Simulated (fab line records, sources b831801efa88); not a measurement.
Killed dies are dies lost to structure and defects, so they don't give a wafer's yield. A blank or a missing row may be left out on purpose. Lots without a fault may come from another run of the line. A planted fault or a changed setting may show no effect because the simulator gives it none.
Chamber matching | flow sky130 | SKY_METAL3_ETCH_17 on rie_diel-02: 4 sister chambers
The step etches SiO2 in C4F8/O2/Ar, stops on TiN, time 3.9 s, target depth 15 nm. 4 wafers are shown with their chamber, then 12 later ones without.

WAFERS WITH THEIR CHAMBER
wafer  | chamber | oes_product_au (a.u.)
L084.3 | 0       | 0.754
L090.5 | 3       | 0.765
L092.4 | 2       | 0.753
L092.5 | 1       | 0.754

WAFERS WITHOUT THEIR CHAMBER
wafer  | oes_product_au (a.u.)
L093.3 | 0.746
L093.4 | 0.758
L093.5 | 0.743
L094.3 | 0.745
L094.4 | 0.766
L094.6 | 0.751
L096.1 | 0.749
L096.2 | 0.745
L096.3 | 0.744
L096.4 | 0.761
L096.5 | 0.770
L096.6 | 0.752

WHICH CHAMBER EACH WENT THROUGH
wafer  | from the rows above               | in truth
L093.3 | can't be placed: 2 or 0 or 1 or 3 | 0
L093.4 | can't be placed: 0 or 1 or 2 or 3 | 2
L093.5 | can't be placed: 2 or 0 or 1 or 3 | 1
L094.3 | can't be placed: 2 or 0 or 1 or 3 | 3
L094.4 | can't be placed: 3 or 0 or 1 or 2 | 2
L094.6 | can't be placed: 2 or 0 or 1 or 3 | 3
L096.1 | can't be placed: 2 or 0 or 1 or 3 | 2
L096.2 | can't be placed: 2 or 0 or 1 or 3 | 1
L096.3 | can't be placed: 2 or 0 or 1 or 3 | 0
L096.4 | can't be placed: 3 or 0 or 1 or 2 | 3
L096.5 | can't be placed: 3 or 0 or 1 or 2 | 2
L096.6 | can't be placed: 2 or 0 or 1 or 3 | 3
Placed correctly: 0 of 12. Can't be placed from these rows: 12 (the true chamber is among the candidates in 12). Placed wrongly: 0.
How it was worked out, from the rows above alone: a wafer's distance from a chamber is the root of the sum, over the readings, of the square of ((its reading less the chamber's mean) divided by the reading's scatter). The wafer belongs to the nearest chamber; if the next one is less than 2 further off, it can't be placed. A chamber's mean is the mean of its shown wafers. The scatter: with one shown wafer a chamber, the root of the mean of the squares of how far each hidden wafer lies from its nearest shown one.
